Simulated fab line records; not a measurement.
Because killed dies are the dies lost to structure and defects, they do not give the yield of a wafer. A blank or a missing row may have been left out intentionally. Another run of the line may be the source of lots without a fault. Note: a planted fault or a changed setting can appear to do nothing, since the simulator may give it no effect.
Comparing a struck lot with a sound one :: flow sky130 :: 23 out of 708 route steps
Sound: wafers L258.2, L258.3, L258.4. The struck wafers were L266.3, L266.4, L266.5. The cause comes at the end.
Per side, at each step with rows, come the tool, then ch with its chambers, and then its first start. Under that, the readings that differ: sound wafers :: struck wafers :: difference of the means :: sigmas: that difference in standard deviations of wafers without a fault.
alike: words and numbers the same on both sides, and readings whose means are apart by under 2 such deviations; not compared: readings that were withheld, readings missing a value for some wafer, numbers with overlapping values and no deviation given by the record, and bounds like >300 which may hide the same value.
Wherever a step has rows on one side only, a row that says differs or no value, or a row with sigmas, the two part there. Numbers that don't overlap but have no deviation are shown without sigmas and don't part them. Lack of a reading on every wafer of one side parts them only where that side has two or more wafers.

SKY_LOCAL_INTERCONNECT_STRIP_15: strips in O2/N2.
  sound on plasma asher-01 ch 0,1, day 30 03:02; struck on plasma asher-04 ch 0,1, day 33 07:21
  alike: drypump motor current A, oes product au, strip time to endpoint s
  not compared: rf hours counter h
then, 3 steps without rows for these wafers: SKY_LOCAL_INTERCONNECT_STRIP_16 (strips in post etch residue remover, time 1200 s); SKY_LOCAL_INTERCONNECT_CLEAN_17 (cleans in IPA, time 180 s); SKY_LOCAL_INTERCONNECT_CLEAN_18 (cleans in O3/DIW).
SKY_CONTACT_CVD_00: deposits Si3N4, target thk 75 nm.
  sound on pecvd-01 ch 1,2, day 30 03:38; struck on pecvd-01 ch 0,1,2, day 33 07:58
  alike: heater power w
SKY_CONTACT_THK_MEAS_01:
  sound: film metro-03 at day 30 03:42; struck: film metro-04 at day 33 08:01
  alike: CONTACT_CVD_00_THK
then, 1 step without rows for these wafers: SKY_CONTACT_HDPCVD_02 (deposits SiO2, target thk 565 nm, time 94.2 s).
SKY_CONTACT_THK_MEAS_03:
  sound: film metro-02 at day 30 03:50; struck: film metro-02 at day 33 08:08
  alike: CONTACT_HDPCVD_THK
SKY_CONTACT_CMP_04: polishes SiO2.
  sound on cmp-02 ch 1,2,3, day 30 03:53; struck on cmp-02 ch 0,2, day 33 08:14
  alike: motor current A, time to endpoint s
SKY_CONTACT_BOW_MEAS_05:
  sound: film metro-03 at day 30 04:12; struck: film metro-03 at day 33 08:31
  alike: CONTACT_BOW
then, 2 steps without rows for these wafers: SKY_CONTACT_DEHYDRATE_06 (time 60 s); SKY_CONTACT_HMDS_07 (prime time 60 s).
SKY_CONTACT_COAT_08: resist thk 60 nm.
  sound on litho track-04 ch 0, day 30 17:55; struck on litho track-04 ch 0, day 33 20:51
reading: spin speed rpm (rpm)
sound: 3003.0 3003.0 2999.5
struck: 3264.1 3266.8 3264.5
difference: +263.3
sigmas: +99 or more
then, 5 steps without rows for these wafers: SKY_CONTACT_COAT_09 (resist thk 450 nm); SKY_CONTACT_SOFTBAKE_10 (time 90 s); SKY_CONTACT_EXPOSE_11 (exposes mask CTM1, target cd 170 nm); SKY_CONTACT_PEB_12; SKY_CONTACT_DEVELOP_13 (develop time 60 s).
SKY_CONTACT_CD_MEAS_14: the cd target is 170 nm.
  sound: cd sem-01 at day 31 08:32; struck: cd sem-01 at day 34 10:34
  alike: cd nm
SKY_CONTACT_OVL_MEAS_15:
  sound: overlay-01 at day 31 08:39; struck: overlay-02 at day 34 10:39
  alike: CONTACT_OVL
SKY_CONTACT_ETCH_16: etches BARC in N2/H2, stops on SiO2, time 45.9 s, target depth 60 nm.
  sound on rie diel-04 ch 0,1,2, day 31 08:41; struck on rie diel-02 ch 1,2,3, day 34 10:41
reading: oes product au (a.u.)
sound: 0.858 0.856 0.861
struck: 0.840 0.843 0.840
difference: -0.017
sigmas: -4

reading: model.etch.depth nm (nm)
sound: 60.1 60.32 60.25
struck: 57.72 57.72 57.82
difference: -2.47
sigmas: 
  alike: drypump motor current A, throttle valve pct
  not compared: rf hours counter h
SKY_CONTACT_ETCH_17: etches SiO2 in C4F8/O2/Ar, stops on Si3N4, target depth 340 nm.
  sound on rie diel-04 ch 0,1,2, day 31 08:43; struck on rie diel-02 ch 1,2,3, day 34 10:43
  alike: oes product au
-- the record jumps here: 13 days lie between the struck wafers' starts before and after (it left off in module CONTACT and takes up again in module PAD_OPEN, whose first step shown is number 708 of the route) --
SKY_PAD_OPEN_PROBE_99:
  rows exist in the record for the struck wafers here (prober-02, day 47 22:37), but not for the sound ones

## WHERE THEY PART
Earliest at SKY_CONTACT_COAT_08; latest, in this record, at SKY_PAD_OPEN_PROBE_99.

WHY: the cause the simulator had injected
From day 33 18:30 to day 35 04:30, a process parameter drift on litho track-04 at SKY_CONTACT_COAT_08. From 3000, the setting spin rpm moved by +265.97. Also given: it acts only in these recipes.
